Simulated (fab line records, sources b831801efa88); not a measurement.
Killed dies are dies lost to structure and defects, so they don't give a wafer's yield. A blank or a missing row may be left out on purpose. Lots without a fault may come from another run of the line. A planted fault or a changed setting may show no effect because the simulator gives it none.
Chamber matching | flow sky130 | SKY_FIELD_ISO_ETCH_14 on rie_diel-03: 3 sister chambers
The step etches BARC in N2/H2, stops on SiO2, time 45.9 s, target depth 60 nm. 6 wafers are shown with their chamber, then 6 later ones without.

WAFERS WITH THEIR CHAMBER
wafer  | chamber | drypump_motor_current_A (A) | oes_product_au (a.u.)
L138.4 | 1       | 6.6                         | 0.854
L143.2 | 3       | 6.3                         | 0.848
L143.4 | 3       | 6.3                         | 0.851
L143.6 | 2       | 5.8                         | 0.866
L144.1 | 2       | 5.9                         | 0.842
L144.2 | 1       | 6.6                         | 0.858

WAFERS WITHOUT THEIR CHAMBER
wafer  | drypump_motor_current_A (A) | oes_product_au (a.u.)
L144.5 | 6.3                         | 0.856
L147.3 | 6.4                         | 0.855
L147.4 | 6.6                         | 0.855
L147.6 | 6.6                         | 0.857
L150.1 | 6.6                         | 0.859
L150.5 | 5.8                         | 0.850

WHICH CHAMBER EACH WENT THROUGH
wafer  | from the rows above | in truth
L144.5 | 3                   | 3
L147.3 | 3                   | 3
L147.4 | 1                   | 1
L147.6 | 1                   | 1
L150.1 | 1                   | 1
L150.5 | 2                   | 2
Placed correctly: 6 of 6. Can't be placed from these rows: 0. Placed wrongly: 0.
How it was worked out, from the rows above alone: a wafer's distance from a chamber is the root of the sum, over the readings, of the square of ((its reading less the chamber's mean) divided by the reading's scatter). The wafer belongs to the nearest chamber; if the next one is less than 2 further off, it can't be placed. A chamber's mean is the mean of its shown wafers. The scatter: the root of (the sum of the squares of (reading less its chamber's mean) over the shown wafers, divided by (wafers less chambers)).
